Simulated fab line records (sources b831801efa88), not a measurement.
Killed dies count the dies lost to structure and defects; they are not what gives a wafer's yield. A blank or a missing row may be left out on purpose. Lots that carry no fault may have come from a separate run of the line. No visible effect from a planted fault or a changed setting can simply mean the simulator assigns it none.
Chamber matching	flow gf180mcu	GF_V1_CVD_00 on hdpcvd-02: 3 sister chambers
The step deposits SiO2, target thk 600 nm, time 100 s. 3 wafers are shown with their chamber, then 7 later ones without.

== WAFERS WITH THEIR CHAMBER ==
wafer	chamber	sih4-flow-sccm (sccm)
L602.2	2	60.09
L603.1	0	59.91
L603.4	1	60.17

== WAFERS WITHOUT THEIR CHAMBER ==
wafer	sih4-flow-sccm (sccm)
L603.6	59.97
L605.1	59.95
L605.3	60.23
L605.4	59.72
L609.2	60.28
L609.5	59.77
L609.6	59.73

== CHAMBER TAKEN BY EACH ==
wafer	from the rows above	in truth
L603.6	can't be placed: 0 or 2 or 1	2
L605.1	can't be placed: 0 or 2 or 1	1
L605.3	can't be placed: 1 or 2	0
L605.4	can't be placed: 0 or 2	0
L609.2	can't be placed: 1 or 2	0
L609.5	can't be placed: 0 or 2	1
L609.6	can't be placed: 0 or 2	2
0 of 7 placed correctly. These rows do not allow placing 7 (true chamber among the candidates in 4). 0 placed wrongly.
How it was worked out, from the rows above alone: a wafer's distance from a chamber is the root of the sum, over the readings, of the square of ((its reading less the chamber's mean) divided by the reading's scatter). The wafer belongs to the nearest chamber; if the next one is less than 2 further off, it can't be placed. Each chamber's mean is taken over the wafers shown for it. The scatter (one wafer shown for each chamber): square how far every hidden wafer sits from the nearest shown wafer, average those squares and take the square root.
